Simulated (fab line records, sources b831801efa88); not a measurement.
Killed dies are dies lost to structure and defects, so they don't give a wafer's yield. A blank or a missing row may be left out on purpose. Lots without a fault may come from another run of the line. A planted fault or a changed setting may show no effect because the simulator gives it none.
Which tool did it? | flow sky130 | 11 lots, 33 wafers sampled, at 3 steps of a route of 708

WHAT THE GAUGES READ, wafer by wafer
SKY_CAPM_THK_MEAS_01.
lot  | measured     | on            | CAPM_CVD_00_THK (nm)
L513 | day 36 15:42 | film_metro-03 | 15.2 14.8 15.4
L514 | day 37 05:34 | film_metro-03 | 15.1 15.8 15.5
L515 | day 37 07:47 | film_metro-02 | 15.2 15.2 14.8
L518 | day 38 06:01 | film_metro-01 | 14.8 15.0 14.9
L519 | day 38 15:50 | film_metro-01 | 14.9 15.1 15.6
L520 | day 39 04:14 | film_metro-01 | 15.6 15.4 15.4
L521 | day 39 06:56 | film_metro-03 | 15.6 15.1 15.1
L524 | day 39 22:06 | film_metro-02 | 15.3 15.6 16.1
L532 | day 42 01:17 | film_metro-02 | 18.7 19.6 19.3 18.7 19.7 19.3
L533 | day 42 10:25 | film_metro-02 | 19.3 19.4 19.8 19.3 19.4 19.8
L535 | day 43 06:16 | film_metro-02 | 15.3 15.1 15.8

WHICH TOOL RAN EACH LOT (tool, then ch and the chambers of the sampled wafers, then the start)
lot  | SKY_VIA2_ETCH_14                   | SKY_CAPM_CVD_00
L513 | rie_diel-01 ch 0,1,2, day 36 14:09 | pecvd-04 ch 1,2, day 36 15:41
L514 | rie_diel-02 ch 1,2,3, day 37 03:56 | pecvd-03 ch 0,2, day 37 05:31
L515 | rie_diel-01 ch 0,2, day 37 06:11   | pecvd-03 ch 0,1,2, day 37 07:45
L518 | rie_diel-02 ch 0,2, day 38 04:26   | pecvd-04 ch 1, day 38 05:58
L519 | rie_diel-02 ch 1,2, day 38 14:08   | pecvd-04 ch 1,2, day 38 15:48
L520 | rie_diel-02 ch 1,3, day 39 02:41   | pecvd-03 ch 0,1,2, day 39 04:13
L521 | rie_diel-02 ch 0,1,2, day 39 05:23 | pecvd-03 ch 0,1,2, day 39 06:55
L524 | rie_diel-04 ch 0,2,3, day 39 20:32 | pecvd-01 ch 0,1,2, day 39 22:04
L532 | rie_diel-01 ch 1,2,3, day 41 23:44 | pecvd-03 ch 0,1, day 42 01:16
L533 | rie_diel-04 ch 0,2, day 42 08:50   | pecvd-03 ch 0, day 42 10:21
L535 | rie_diel-02 ch 1,2, day 43 04:42   | pecvd-01 ch 0,1, day 43 06:13
- SKY_VIA2_ETCH_14: etches BARC in N2/H2, stops on SiO2, time 45.9 s, target depth 60 nm.
- SKY_CAPM_CVD_00: deposits SiO2, target thk 15.5 nm.

THE ANSWER, worked out from the rows above alone
Rule: what is usual is taken from the lots themselves. Put in order of their means at a reading, lots are off if they are a third of the lots or fewer, leave a main group of 4 or more, and stand apart from it by a gap of 3 or more times the standard deviation of the main group's means; of several such gaps the widest counts. A main group whose means are all the same, to the digits that the tables above print for the reading, isn't used. A lot without any number at a reading at which 4 lots or more have one is off too. The other lots that the step has rows for count as sound.
Off: L532, L533, at SKY_CAPM_THK_MEAS_01 (CAPM_CVD_00_THK). The main group: mean 15.3 nm, standard deviation 0.22.
A tool fits if, at a process step before that reading, it ran every lot that is off, and no sound lot after the first of them. The gauges at SKY_CAPM_THK_MEAS_01 are tried like those tools. One fits: pecvd-03 at SKY_CAPM_CVD_00. Its last sound lot is L521 (day 39 06:55), its first lot that is off L532 (day 42 01:16): a fault that began between those two fits.

WHAT THE SIMULATOR HAD PUT IN
Process parameter drift: pecvd-03, from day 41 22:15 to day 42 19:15, at SKY_CAPM_CVD_00. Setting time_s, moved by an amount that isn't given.
Lots struck among those shown: L532, L533. The rule above found the same.
